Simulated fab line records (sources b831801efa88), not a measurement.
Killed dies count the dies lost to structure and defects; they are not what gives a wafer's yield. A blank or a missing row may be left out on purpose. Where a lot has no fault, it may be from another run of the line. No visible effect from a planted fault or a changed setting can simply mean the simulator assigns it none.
Struck lot and sound lot, side by side :: flow sfqLine :: 15 steps out of a route of 325
Sound: wafers L812.1, L812.2, L812.3. Struck: wafer L813.5 (left out: L813.4, L813.6 of the same lot, which were not struck); the cause appears at the end.
Order at every step that has rows: each side's tool, ch and its chambers, its first start. Under that, the readings that differ: sound wafers :: struck wafers :: difference of the means :: sigmas: that difference in standard deviations of wafers without a fault.
alike: words and numbers the same on both sides, and readings whose means are apart by under 2 such deviations; not compared: readings that were withheld, readings missing a value for some wafer, numbers with overlapping values and no deviation given by the record, and bounds like >300 which may hide the same value.
A row with sigmas, a row that says differs or no value, or rows on one side alone: a step with any of these is where the two part. Numbers that have no deviation but don't overlap get no sigmas and don't part them. A reading that every wafer of one side lacks parts them only if that side has two wafers or more.

SFQ_TRILAYER_JJ_CE_BARC_OPEN_RIE_150: chemistry O2, target BARC, target depth 240 nm, time 80 s.
  sound on rieMetal-01 ch 0,1, day 61 02:14; struck on rieMetal-01 ch 1, day 61 03:28
reading: rfFwdPowerW (W)
sound: 595.5 590.8 593.6
struck: 598.0
difference: +4.7
sigmas: +2
  alike: drypumpMotorCurrentA, heBacksideLeakSccm, oesProductAu
  not compared: rfHoursCounterH
SFQ_TRILAYER_JJ_CE_ETCH_RIE_118: chemistry SF6, target Nb, stops on Al2O3, time 97.7 s, target depth 170 nm.
  sound on rieMetal-01 ch 0,1, day 61 02:19; struck on rieMetal-01 ch 1, day 61 03:34
  alike: drypumpMotorCurrentA, heBacksideLeakSccm, oesProductAu, rfFwdPowerW
  not compared: rfHoursCounterH
after that, 1 step had no rows for these wafers: SFQ_TRILAYER_JJ_ANODIZE_ANODIZE_119.
SFQ_TRILAYER_JJ_CE_STRIP_STRIP_120: strips in O2.
  sound on rieMetal-04 ch 0,1, day 61 02:58; struck on rieMetal-01 ch 0, day 61 04:22
  alike: drypumpMotorCurrentA, heBacksideLeakSccm, oesProductAu
  not compared: rfHoursCounterH
then, 7 steps without rows for these wafers: SFQ_TRILAYER_JJ_CE_STRIP_SOLV_CLEAN_121 (cleans in NMP, time 600 s); SFQ_TRILAYER_M5_LITHO_COAT_128 (resist thk 62 nm); SFQ_TRILAYER_M5_LITHO_COAT_123 (resist thk 600 nm); SFQ_TRILAYER_M5_LITHO_SOFTBAKE_127; SFQ_TRILAYER_M5_LITHO_EXPOSE_124 (exposes mask M5, target cd 700 nm); SFQ_TRILAYER_M5_LITHO_PEB_126 (peb time 60 s); SFQ_TRILAYER_M5_LITHO_DEVELOP_125 (time 60 s).
-- the record jumps here: 5 days lie between the struck wafers' starts before and after --
SFQ_M5_OVL_MEAS_932:
  struck on overlay-02, day 66 07:08; sound on overlay-02, day 66 05:55
reading: M5_OVL (nm)
sound: 10 4 2
struck: -7
difference: -12
sigmas: -3
SFQ_TRILAYER_M5_BARC_OPEN_METAL_ETCH_161: etches BARC in O2, target depth 125 nm, time 41.7 s.
  sound on rieMetal-04 ch 0,1, day 66 05:57; struck on rieMetal-03 ch 0, day 66 07:13
reading: model.KrF_of_TRILAYER_M5_LITHO_COAT_123.thkNm (nm)
sound: 523.5 523 521.5
struck: 533
difference: +10
sigmas: 
  alike: drypumpMotorCurrentA, heBacksideLeakSccm, oesProductAu, rfFwdPowerW
  not compared: rfHoursCounterH
SFQ_TRILAYER_M5_ETCH_METAL_ETCH_126: etches Nb in Cl2/BCl3, stops on SiO2, time 203.2 s, target depth 265 nm.
  sound on rieMetal-04 ch 0,1, day 66 06:01; struck on rieMetal-03 ch 0, day 66 07:28
reading: model.KrF_of_TRILAYER_M5_LITHO_COAT_123.thkNm (nm)
sound: 370.6 371.8 368.1
struck: 382.3
difference: +12.1
sigmas: 
  alike: drypumpMotorCurrentA, heBacksideLeakSccm, oesProductAu, rfFwdPowerW
  not compared: rfHoursCounterH
SFQ_TRILAYER_M5_STRIP_STRIP_127: strips in O2.
  sound on rieMetal-04 ch 0,1, day 66 06:13; struck on rieMetal-03 ch 0, day 66 08:16
  alike: drypumpMotorCurrentA, heBacksideLeakSccm, oesProductAu
  not compared: rfHoursCounterH

== WHERE THEY PART ==
At SFQ_TRILAYER_JJ_CE_BARC_OPEN_RIE_150 first; at SFQ_M5_OVL_MEAS_932 last (within this record only). Later steps at which nothing parts them and some readings are alike: SFQ_TRILAYER_M5_BARC_OPEN_METAL_ETCH_161, SFQ_TRILAYER_M5_ETCH_METAL_ETCH_126, SFQ_TRILAYER_M5_STRIP_STRIP_127.

WHY: the cause the simulator had injected
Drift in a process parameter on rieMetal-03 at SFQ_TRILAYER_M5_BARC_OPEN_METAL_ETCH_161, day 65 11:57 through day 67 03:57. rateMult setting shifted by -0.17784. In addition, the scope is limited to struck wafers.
